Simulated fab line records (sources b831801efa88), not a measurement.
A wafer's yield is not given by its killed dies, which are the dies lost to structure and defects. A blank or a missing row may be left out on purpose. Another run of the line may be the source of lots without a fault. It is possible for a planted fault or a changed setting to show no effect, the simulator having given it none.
Which tool is to blame? | flow sky130 | 10 lots with 30 wafers sampled at 5 steps, on a route of 708 steps

WHAT EACH GAUGE READ, for each wafer
SKY_VT_ADJUST_NCORE_OVL_MEAS_08. Usual: VT_ADJUST_NCORE_OVL typically reads 0.9 nm, with standard deviation 1.4.
lot  | measured     | on         | VT_ADJUST_NCORE_OVL (nm) | flag
L919 | day 8 19:55  | overlay-01 | -1.7 -2.2 -1.7           |
L920 | day 9 02:41  | overlay-02 | 1.0 2.1 3.1              |
L921 | day 9 10:02  | overlay-02 | 0.2 2.8 1.8              |
L922 | day 9 18:24  | overlay-01 | -1.7 0.3 0.2             |
L923 | day 9 21:45  | overlay-01 | 0.9 -1.1 -0.4            |
L924 | day 10 02:55 | overlay-01 | -0.4 2.4 1.4             |
L928 | day 12 02:40 | overlay-01 | 0.9 1.2 0.2              |
L931 | day 12 08:29 | overlay-01 | 0.3 2.3 1.4              |
L930 | day 12 09:31 | overlay-01 | 2.4 1.9 1.8              |
L942 | day 15 18:29 | overlay-02 | 1.3 1.1 1.9              |

SKY_SONOS_ONO_THK_MEAS_05. Usual: SONOS_ONO_CVD_04_THK typically reads 5.75 nm, with standard deviation 0.099.
lot  | measured     | on            | SONOS_ONO_CVD_04_THK (nm) | flag
L919 | day 11 20:57 | film metro-01 | 5.77 5.80 5.76            |
L920 | day 12 04:11 | film metro-04 | 5.72 5.56 5.71            |
L921 | day 12 12:49 | film metro-01 | 5.83 5.78 5.78            |
L922 | day 12 23:13 | film metro-01 | 5.75 5.69 5.72            |
L923 | day 13 03:46 | film metro-02 | 5.75 5.75 5.79            |
L924 | day 13 11:23 | film metro-04 | 5.61 5.67 5.77            |
L928 | day 15 13:47 | film metro-04 | 5.80 5.73 5.80            |
L931 | day 15 21:34 | film metro-01 | 9.00 8.99 9.02            | OFF
L930 | day 15 23:59 | film metro-04 | 9.07 8.97 9.03            | OFF
L942 | day 19 13:54 | film metro-01 | 5.88 5.89 5.88            |

SKY_RES_PROTECT_TW_MEAS_08. Usual: POLY_GATE_TW typically reads 4002, with standard deviation 34.
lot  | measured     | on            | POLY_GATE_TW   | flag
L919 | day 15 08:46 | film metro-03 | 4009 4029 4018 |
L920 | day 15 18:12 | film metro-01 | 4051 4051 4066 |
L921 | day 16 02:24 | film metro-04 | 3991 3992 3980 |
L922 | day 16 12:41 | film metro-04 | 4005 4003 3995 |
L923 | day 16 19:43 | film metro-04 | 3983 4016 4010 |
L924 | day 17 08:07 | film metro-04 | 3977 4009 3995 |
L928 | day 19 11:39 | film metro-04 | 3964 3966 3951 |
L931 | day 19 20:58 | film metro-01 | 4073 4049 4048 |
L930 | day 20 00:26 | film metro-03 | 3973 4000 3998 |
L942 | day 23 15:36 | film metro-03 | 4010 3994 3985 |

EACH LOT AND THE TOOL THAT RAN IT (in order: tool; ch and the chambers of the sampled wafers; start)
lot  | SKY_SONOS_ONO_CVD_04        | SKY_RES_PROTECT_STRIP_07
L919 | lpcvd-03 ch 1, day 11 19:41 | plasma asher-01 ch 0,1, day 15 08:39
L920 | lpcvd-03 ch 0, day 12 02:56 | plasma asher-03 ch 0, day 15 18:06
L921 | lpcvd-03 ch 1, day 12 11:34 | plasma asher-01 ch 0,1, day 16 02:18
L922 | lpcvd-03 ch 0, day 12 21:57 | plasma asher-01 ch 0,1, day 16 12:34
L923 | lpcvd-03 ch 0, day 13 02:31 | plasma asher-01 ch 0,1, day 16 19:36
L924 | lpcvd-03 ch 1, day 13 10:08 | plasma asher-02 ch 0,1, day 17 08:01
L928 | lpcvd-03 ch 1, day 15 12:32 | plasma asher-03 ch 0,1, day 19 11:33
L931 | lpcvd-03 ch 0, day 15 20:19 | plasma asher-02 ch 0,1, day 19 20:52
L930 | lpcvd-03 ch 0, day 15 22:43 | plasma asher-01 ch 0,1, day 20 00:21
L942 | lpcvd-03 ch 1, day 19 12:39 | plasma asher-01 ch 0, day 23 15:30
- SKY_SONOS_ONO_CVD_04: deposits SiO2 from SiH4/N2O, target thk 5.7199 nm.
- SKY_RES_PROTECT_STRIP_07: strips in O2/N2.

WHAT THE TOOLS THEMSELVES READ (means of the sampled wafers that have a number; where no wafer has one, the mark that the record gives instead)
SKY_SONOS_ONO_CVD_04. Usual: spike tc bottom C 919.0 C, standard deviation 1.5; spike tc centre C 901.1 C, standard deviation 0.92; spike tc lower C 899.4 C, standard deviation 0.94; spike tc top C 910.3 C, standard deviation 2.4; spike tc upper C 900.6 C, standard deviation 1.4; susceptor temp C 900.1 C, standard deviation 0.32; zone power bottom pct 25.9 %, standard deviation 0.64; zone power lower pct 18.97 %, standard deviation 0.2; zone power upper pct 15.10 %, standard deviation 0.18.
lot  | tool     | spike tc bottom C (C) | spike tc centre C (C) | spike tc lower C (C) | spike tc top C (C) | spike tc upper C (C) | susceptor temp C (C) | zone power bottom pct (%) | zone power lower pct (%) | zone power upper pct (%) | flag
L919 | lpcvd-03 | 921.2                 | 900.9                 | 899.4                | 909.3              | 901.2                | 899.7                | 26.5                      | 19.03                    | 15.09                    |
L920 | lpcvd-03 | 916.8                 | 901.6                 | 898.3                | 913.1              | 899.2                | 899.9                | 25.3                      | 19.18                    | 15.27                    |
L921 | lpcvd-03 | 920.3                 | 901.7                 | 899.6                | 908.1              | 900.6                | 900.1                | 26.7                      | 19.15                    | 15.11                    |
L922 | lpcvd-03 | 917.4                 | 899.6                 | 899.9                | 912.8              | 900.3                | 900.1                | 25.1                      | 18.95                    | 15.24                    |
L923 | lpcvd-03 | 918.4                 | 901.9                 | 898.9                | 912.9              | 900.1                | 900.1                | 25.2                      | 18.92                    | 15.30                    |
L924 | lpcvd-03 | 921.1                 | 901.9                 | 898.8                | 907.8              | 900.9                | 900.3                | 26.5                      | 18.83                    | 15.02                    |
L928 | lpcvd-03 | 920.3                 | 901.5                 | 900.4                | 908.4              | 901.9                | 900.2                | 26.5                      | 19.01                    | 15.04                    |
L931 | lpcvd-03 | 971.5                 | 954.6                 | 953.1                | 965.8              | 953.1                | 953.8                | 29.0                      | 21.50                    | 17.39                    | OFF
L930 | lpcvd-03 | 971.8                 | 954.3                 | 953.7                | 964.6              | 953.7                | 953.9                | 29.0                      | 21.73                    | 17.38                    | OFF
L942 | lpcvd-03 | 919.3                 | 901.5                 | 900.0                | 907.9              | 902.1                | 900.2                | 26.5                      | 19.06                    | 15.21                    |

SKY_RES_PROTECT_STRIP_07. Usual: drypump motor current A 5.7 A, standard deviation 0.37; oes product au 0.518 a.u., standard deviation 0.0048; strip time to endpoint s 23.30 s, standard deviation 0.053.
lot  | tool            | drypump motor current A (A) | oes product au (a.u.) | strip time to endpoint s (s) | flag
L919 | plasma asher-01 | 5.7                         | 0.518                 | 23.28                        |
L920 | plasma asher-03 | 6.0                         | 0.512                 | 23.25                        |
L921 | plasma asher-01 | 5.7                         | 0.519                 | 23.31                        |
L922 | plasma asher-01 | 5.8                         | 0.518                 | 23.29                        |
L923 | plasma asher-01 | 5.8                         | 0.517                 | 23.30                        |
L924 | plasma asher-02 | 5.8                         | 0.517                 | 23.25                        |
L928 | plasma asher-03 | 6.0                         | 0.522                 | 23.25                        |
L931 | plasma asher-02 | 5.8                         | 0.518                 | 23.30                        |
L930 | plasma asher-01 | 5.8                         | 0.516                 | 23.34                        |
L942 | plasma asher-01 | 6.0                         | 0.515                 | 23.28                        |

THE ANSWER, worked out from the rows above alone
Rule: take the mean of a lot's wafers that have a number; if it is more than 3 standard deviations from the usual mean, the lot is off. Also off: a lot with no number at a reading for which 4 or more lots have one. The other lots that the step has rows for count as sound. First the gauges in route order, then the tools' own readings, where a lot's mean is used as printed above. The first step at which some lot is off is used, and at that step the reading that is off furthest; a lot without a number counts as furthest.
Off: L931, L930, at SKY_SONOS_ONO_THK_MEAS_05 (SONOS_ONO_CVD_04_THK).
A tool fits if, at a process step before that reading, it ran every lot that is off, and no sound lot after the first of them. The gauges at SKY_SONOS_ONO_THK_MEAS_05 aren't tried: what is off there is off at SKY_SONOS_ONO_CVD_04 too, on other tools, and a gauge's error can't cause that. None of those tried fits.

WHAT HAD BEEN PUT IN BY THE SIMULATOR
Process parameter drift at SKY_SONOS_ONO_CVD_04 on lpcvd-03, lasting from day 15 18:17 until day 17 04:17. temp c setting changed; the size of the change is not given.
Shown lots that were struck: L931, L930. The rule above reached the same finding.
